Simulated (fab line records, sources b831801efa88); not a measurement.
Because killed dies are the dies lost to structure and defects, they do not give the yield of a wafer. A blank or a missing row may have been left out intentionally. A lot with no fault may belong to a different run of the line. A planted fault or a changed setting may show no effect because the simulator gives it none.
fab line records	flow gf180mcu
record: lots: 15	wafers: 45	lastDay: 34
route steps=602 shown POLY_GATE@167 HV_LDD@186
lots untouched by any fault: they come from a run of this same line in which no faults occurred
startH: start of the lot's first displayed wafer, in hours after the record's first day	waitH: hours elapsed since this lot's preceding step	" identical to the entry in the row above	L1.1+2: one row covering several wafers at once	- no value, or no start given	* or withheld: withheld	< > ~ a bound
route shown NAME@n: NAME is a module with steps in the file, n the number in the route of the first one	usual: mean/standard deviation taken from wafers without a fault	same: alike in all rows	chamber/n: place in a boat	sites: readings site by site	_std_site: their standard deviation	_edge_site: mean of outer sites minus mean of inner sites	radiusMm: how far each site lies from the wafer's centre	mask NAME#n: copy n	behind: the last tool/chamber to shape the wafer	hold: why the lot was held/for how many hours/how that ended	device: the transistor (n, p or np) that didn't switch	end of line: tests of these same wafers at the route's end	for a step that has no rows: nothing shown but its recipe	killed: not the wafer's yield, but the dies lost to structure and defects at the first sort	map: the dies of a wafer, with x for killed, . for not killed, _ for no die there
set.NAME: the setting that was run; set.NAME@STEP: the one run at that earlier step	model.NAME: the simulator's own value behind a step, which no gauge read
a sample of lots followed through the steps of the route, with each step as a table and each wafer as a row
services: the hour from which a tool's chamber was out of use, counted from the record's first day as startH (under 0 if before that day), plus the number of hours and why
== steps ==
step: GF_POLY_GATE_CD_MEAS_10
recipe: targetCdNm: 280
usual: cdNm: 279.6/1.3
lot.wafer	tool	chamber	startH	waitH	cdNm
L143.2	cdSem-01	-	209.10	0.1	278.6
L143.5	"	-	"	"	279.3
L143.6	"	-	"	"	278.9
L144.2	cdSem-01	-	211.30	0.1	278.1
L144.4	"	-	"	"	278.5
L144.6	"	-	"	"	277.9
L145.2	cdSem-01	-	220.92	0.2	282.1
L145.3	"	-	"	"	280.8
L145.6	"	-	"	"	281.3
L149.4	cdSem-02	-	246.74	0.1	278.6
L149.5	"	-	"	"	278.6
L149.6	"	-	"	"	279.4
L152.2	cdSem-02	-	264.89	0.1	282.4
L152.3	"	-	"	"	281.1
L152.6	"	-	"	"	281.1
L153.1	cdSem-02	-	265.23	0.1	280.2
L153.2	"	-	"	"	280.4
L153.3	"	-	"	"	279.5
L154.2	cdSem-01	-	276.39	0.1	279.5
L154.3	"	-	"	"	279.3
L154.5	"	-	"	"	279.4
L157.2	cdSem-01	-	293.10	0.1	280.4
L157.5	"	-	"	"	279.9
L157.6	"	-	"	"	280.0
L158.1	cdSem-01	-	306.83	0.1	281.6
L158.5	"	-	"	"	280.6
L158.6	"	-	"	"	281.7
L159.1	cdSem-01	-	313.43	0.1	280.4
L159.4	"	-	"	"	280.2
L159.5	"	-	"	"	278.8
L160.4	cdSem-01	-	321.18	0.1	280.2
L160.5	"	-	"	"	281.3
L160.6	"	-	"	"	279.7
L162.1	cdSem-02	-	335.91	0.1	279.9
L162.3	"	-	"	"	279.1
L162.5	"	-	"	"	280.8
L164.1	cdSem-01	-	344.07	0.1	279.1
L164.2	"	-	"	"	279.0
L164.3	"	-	"	"	279.1
L165.1	cdSem-02	-	350.62	0.1	278.8
L165.2	"	-	"	"	278.2
L165.5	"	-	"	"	277.5
L166.2	cdSem-01	-	361.90	0.1	279.0
L166.3	"	-	"	"	278.5
L166.5	"	-	"	"	279.5
step: GF_HV_LDD_STRIP_10
recipe: chemistry: O2/N2	powerW: 1400	pressureMtorr: 1500	platenTempC: 250	o2FlowSccm: 3000	n2FlowSccm: 300	overashFraction: 0.5
usual: drypumpMotorCurrentA: 5.6/0.52	heaterPowerW: 333/19	oesProductAu: 0.716/0.0044	stripTimeToEndpointS: 12.63/0.034
lot.wafer	tool	chamber	startH	waitH	drypumpMotorCurrentA	heaterPowerW	oesProductAu	rfHoursCounterH	stripTimeToEndpointS
L143.2	plasmaAsher-04	1	229.16	0.1	5.9	353	0.713	12	12.62
L143.5	"	0	"	"	5.8	348	0.713	-	12.61
L143.6	"	1	"	"	5.9	354	0.716	-	12.58
L144.2	plasmaAsher-04	0	230.12	0.1	5.7	359	0.712	12	12.61
L144.4	"	1	"	"	5.9	336	0.718	-	12.60
L144.6	"	1	"	"	5.9	342	0.717	-	12.62
L145.2	plasmaAsher-02	1	241.21	0.1	5.6	318	0.719	67	12.59
L145.3	"	0	"	"	5.5	324	0.716	-	12.59
L145.6	"	0	"	"	5.4	321	0.715	-	12.56
L149.4	plasmaAsher-02	0	266.77	0.1	5.4	335	0.725	-	12.64
L149.5	"	0	"	"	5.4	332	0.727	-	12.63
L149.6	"	1	"	"	5.6	332	0.719	-	12.62
L152.2	plasmaAsher-04	0	286.41	0.1	5.7	357	0.715	18	12.63
L152.3	"	0	"	"	5.7	353	0.715	-	12.62
L152.6	"	0	"	"	5.7	352	0.723	-	12.66
L153.1	plasmaAsher-03	1	287.29	0.1	4.9	356	0.720	65	12.62
L153.2	"	0	"	"	6.5	304	0.712	65	12.58
L153.3	"	0	"	"	6.5	303	0.714	-	12.59
L154.2	plasmaAsher-04	0	301.16	0.1	5.8	345	0.713	19	12.66
L154.3	"	1	"	"	5.8	334	0.715	-	12.69
L154.5	"	1	"	"	5.8	347	0.720	-	12.69
L157.2	plasmaAsher-03	1	317.61	0.1	4.9	362	0.716	69	12.65
L157.5	"	0	"	"	6.5	312	0.716	-	12.63
L157.6	"	1	"	"	4.9	359	0.715	-	12.67
L158.1	plasmaAsher-02	1	329.96	0.1	5.6	319	0.711	76	12.69
L158.5	"	1	"	"	5.6	321	0.718	-	12.70
L158.6	"	0	"	"	5.4	336	0.719	-	12.67
L159.1	plasmaAsher-03	1	336.89	0.1	4.9	352	0.717	71	12.66
L159.4	"	0	"	"	6.5	314	0.715	-	12.65
L159.5	"	0	"	"	6.5	308	0.720	-	12.63
L160.4	plasmaAsher-03	1	344.12	0.1	4.9	356	0.708	-	12.62
L160.5	"	1	"	"	4.9	359	0.711	-	12.60
L160.6	"	0	"	"	6.5	300	0.723	-	12.60
L162.1	plasmaAsher-03	1	363.09	0.1	4.9	359	0.721	75	12.68
L162.3	"	0	"	"	6.5	300	0.709	-	12.65
L162.5	"	1	"	"	4.9	356	0.714	-	12.65
L164.1	plasmaAsher-03	0	368.83	0.1	6.5	299	0.717	76	12.61
L164.2	"	1	"	"	4.9	365	0.715	76	12.66
L164.3	"	0	"	"	6.5	300	0.721	-	12.63
L165.1	plasmaAsher-03	1	375.98	0.1	4.9	352	0.718	77	12.65
L165.2	"	0	"	"	6.5	305	0.716	77	12.60
L165.5	"	0	"	"	6.5	310	0.721	-	12.64
L166.2	plasmaAsher-03	1	386.31	0.1	4.9	369	0.711	78	12.61
L166.3	"	1	"	"	4.9	346	0.714	-	12.56
L166.5	"	1	"	"	4.9	352	0.719	-	12.59
step: GF_HV_LDD_IMPLANT_48
recipe: species: B	energyKev: 25	doseCm2: 3.066e+13	tiltDeg: 7
usual: beamEnergyKeV: 25.002/0.0083	beamOnS: 10.03/0.19
lot.wafer	tool	chamber	startH	waitH	beamEnergyKeV	beamOnS
L143.2	implanter-02	0	285.54	0.0	25.002	9.95
L143.5	"	0	"	"	24.995	10.17
L143.6	"	0	"	"	25.008	10.11
L144.2	implanter-03	0	288.59	0.0	25.006	9.86
L144.4	"	0	"	"	25.008	10.13
L144.6	"	0	"	"	24.995	10.14
L145.2	implanter-03	0	298.91	0.0	25.001	9.85
L145.3	"	0	"	"	25.007	9.89
L145.6	"	0	"	"	25.003	10.05
L149.4	implanter-03	0	325.94	0.1	24.999	10.14
L149.5	"	0	"	"	24.999	10.02
L149.6	"	0	"	"	25.006	10.09
L152.2	implanter-02	-	347.29	0.0	-	-
L152.3	"	-	"	"	-	-
L152.6	"	-	"	"	-	-
L153.1	implanter-03	-	347.47	0.0	-	-
L153.2	"	-	"	"	-	-
L153.3	"	-	"	"	-	-
L154.2	implanter-03	-	363.64	0.0	-	-
L154.3	"	-	"	"	-	-
L154.5	"	-	"	"	-	-
L157.2	implanter-03	0	380.76	0.0	24.999	10.28
L157.5	"	0	"	"	24.990	9.78
L157.6	"	0	"	"	24.986	10.06
L158.1	implanter-02	0	395.83	0.0	24.997	10.16
L158.5	"	0	"	"	24.994	9.65
L158.6	"	0	"	"	24.999	10.16
L159.1	implanter-03	0	403.02	0.0	24.998	9.82
L159.4	"	0	"	"	24.990	10.03
L159.5	"	0	"	"	24.996	10.13
L160.4	implanter-04	0	410.59	0.1	25.018	10.13
L160.5	"	0	"	"	25.025	9.72
L160.6	"	0	"	"	25.009	10.12
L162.1	implanter-04	0	432.88	0.1	24.991	10.63
L162.3	"	0	"	"	25.008	9.85
L162.5	"	0	"	"	25.003	9.82
L164.1	implanter-02	0	440.41	0.0	25.004	9.75
L164.2	"	0	"	"	25.014	10.02
L164.3	"	0	"	"	25.004	10.03
L165.1	implanter-04	0	447.13	0.0	25.013	10.01
L165.2	"	0	"	"	25.005	10.14
L165.5	"	0	"	"	25.016	10.59
L166.2	implanter-03	0	458.24	0.0	25.002	10.09
L166.3	"	0	"	"	24.999	10.10
L166.5	"	0	"	"	25.007	9.83
step: GF_HV_LDD_TW_MEAS_50
usual: HV_LDD_4_TW: 570/4.2
lot.wafer	tool	chamber	startH	waitH	HV_LDD_4_TW
L143.2	filmMetro-01	-	285.78	0.1	569
L143.5	"	-	"	"	571
L143.6	"	-	"	"	566
L144.2	filmMetro-03	-	288.83	0.1	564
L144.4	"	-	"	"	567
L144.6	"	-	"	"	565
L145.2	filmMetro-03	-	299.15	0.1	568
L145.3	"	-	"	"	567
L145.6	"	-	"	"	567
L149.4	filmMetro-03	-	326.14	0.1	570
L149.5	"	-	"	"	568
L149.6	"	-	"	"	569
L152.2	filmMetro-01	-	347.52	0.1	30
L152.3	"	-	"	"	30
L152.6	"	-	"	"	30
L153.1	filmMetro-02	-	347.72	0.1	30
L153.2	"	-	"	"	30
L153.3	"	-	"	"	30
L154.2	filmMetro-01	-	363.87	0.1	29
L154.3	"	-	"	"	29
L154.5	"	-	"	"	30
L157.2	filmMetro-01	-	380.99	0.1	560
L157.5	"	-	"	"	565
L157.6	"	-	"	"	565
L158.1	filmMetro-02	-	396.08	0.1	576
L158.5	"	-	"	"	577
L158.6	"	-	"	"	572
L159.1	filmMetro-02	-	403.27	0.1	578
L159.4	"	-	"	"	573
L159.5	"	-	"	"	571
L160.4	filmMetro-02	-	410.80	0.1	572
L160.5	"	-	"	"	572
L160.6	"	-	"	"	573
L162.1	filmMetro-03	-	433.13	0.1	571
L162.3	"	-	"	"	569
L162.5	"	-	"	"	567
L164.1	filmMetro-01	-	440.66	0.1	568
L164.2	"	-	"	"	568
L164.3	"	-	"	"	569
L165.1	filmMetro-01	-	447.38	0.1	567
L165.2	"	-	"	"	567
L165.5	"	-	"	"	569
L166.2	filmMetro-01	-	458.48	0.1	567
L166.3	"	-	"	"	567
L166.5	"	-	"	"	565
step: GF_HV_LDD_THK_MEAS_57
recipe: reads: Si3N4_of_HV_LDD_CVD_56
usual: HV_LDD_CVD_56_THK: 89.8/0.73
lot.wafer	tool	chamber	startH	waitH	HV_LDD_CVD_56_THK[nm]
L143.2	filmMetro-03	-	290.58	0.0	90.4
L143.5	"	-	"	"	90.8
L143.6	"	-	"	"	90.9
L144.2	filmMetro-02	-	292.84	0.0	90.0
L144.4	"	-	"	"	89.4
L144.6	"	-	"	"	89.7
L145.2	filmMetro-01	-	303.18	0.0	90.3
L145.3	"	-	"	"	88.8
L145.6	"	-	"	"	89.6
L149.4	filmMetro-03	-	328.95	0.0	91.6
L149.5	"	-	"	"	90.9
L149.6	"	-	"	"	89.9
L152.2	filmMetro-02	-	350.33	0.0	88.8
L152.3	"	-	"	"	89.5
L152.6	"	-	"	"	89.1
L153.1	filmMetro-03	-	352.00	0.0	89.5
L153.2	"	-	"	"	89.1
L153.3	"	-	"	"	89.6
L154.2	filmMetro-03	-	366.68	0.0	89.2
L154.3	"	-	"	"	90.4
L154.5	"	-	"	"	90.2
L157.2	filmMetro-01	-	385.35	0.1	89.5
L157.5	"	-	"	"	90.1
L157.6	"	-	"	"	90.6
L158.1	filmMetro-02	-	398.90	0.0	89.2
L158.5	"	-	"	"	89.1
L158.6	"	-	"	"	88.7
L159.1	filmMetro-02	-	406.08	0.0	90.5
L159.4	"	-	"	"	89.3
L159.5	"	-	"	"	89.2
L160.4	filmMetro-03	-	414.88	0.0	90.9
L160.5	"	-	"	"	91.5
L160.6	"	-	"	"	90.6
L162.1	filmMetro-03	-	435.94	0.0	89.9
L162.3	"	-	"	"	89.4
L162.5	"	-	"	"	89.2
L164.1	filmMetro-01	-	443.47	0.0	90.3
L164.2	"	-	"	"	90.1
L164.3	"	-	"	"	89.9
L165.1	filmMetro-03	-	450.91	0.0	89.6
L165.2	"	-	"	"	90.1
L165.5	"	-	"	"	90.2
L166.2	filmMetro-02	-	462.00	0.0	90.8
L166.3	"	-	"	"	90.1
L166.5	"	-	"	"	90.3
== services ==
tool	chamber	startH	hours	kind
implanter-03	-	251.35	0.7	repair
implanter-04	-	262.99	0.5	repair
implanter-04	-	266.42	3.2	pm
implanter-03	-	276.29	1.7	repair
implanter-03	-	302.84	3.1	repair
implanter-04	-	307.95	91.4	repair
plasmaAsher-04	-	310.91	12.1	repair
implanter-03	-	315.61	2.8	repair
plasmaAsher-04	-	335.11	1.5	repair
implanter-04	-	340.88	2.8	repair
plasmaAsher-04	-	353.58	4.3	repair
plasmaAsher-04	-	356.53	14.5	repair
implanter-02	-	393.68	2.1	repair
implanter-02	-	396.69	3.0	pm
implanter-04	-	397.08	0.9	repair
implanter-04	-	399.54	6.1	pm
plasmaAsher-03	-	401.96	0.8	repair
plasmaAsher-03	-	421.25	9.0	pm
plasmaAsher-03	0	421.25	9.0	ventCycle
plasmaAsher-03	1	421.25	9.0	ventCycle
plasmaAsher-03	0	430.25	-	clean
plasmaAsher-03	1	430.25	-	clean
implanter-03	-	431.57	1.9	repair
== key ==
firstSign: step: GF_HV_LDD_IMPLANT_48	reading: toolRecord	direction: missing
effect: step: GF_HV_LDD_TW_MEAS_50	reading: HV_LDD_4_TW	direction: down	sigmas: 99+	usual: 570	struck: 30
metAt GF_HV_LDD_IMPLANT_48
struckLots L152,L153,L154
laterRowsLeftOut L152.2,L152.3,L152.6,L153.1,L153.2,L153.3,L154.2,L154.3,L154.5
sortLeftOut L152.2,L152.3,L152.6,L153.1,L153.2,L153.3,L154.2,L154.3,L154.5
testerLeftOut L152,L153,L154
notActingAt GF_POLY_GATE_CD_MEAS_10,GF_HV_LDD_STRIP_10,GF_HV_LDD_THK_MEAS_57
onsetBetween 325.94 347.29
fault: kind: skippedStepWhole	tool: implanter-02,implanter-03	chamber: -	onsetH: 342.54	steps: GF_HV_LDD_IMPLANT_48	scope: struckLotsOnly
testerLeftOut: of these lots the tester's yield and bins aren't shown, on N5 and GAA mostly nor the transistor test; their killed dies are dies lost to structure and defects alone, not to doping, threshold or leakage, so they don't give the yield
sortLeftOut: the simulated sort isn't trusted on such a fault, so these wafers' sort isn't shown, and their yield isn't known
laterRowsLeftOut: the simulator's readings of these wafers behind a module that went badly wrong aren't trusted and aren't shown, but for the sort
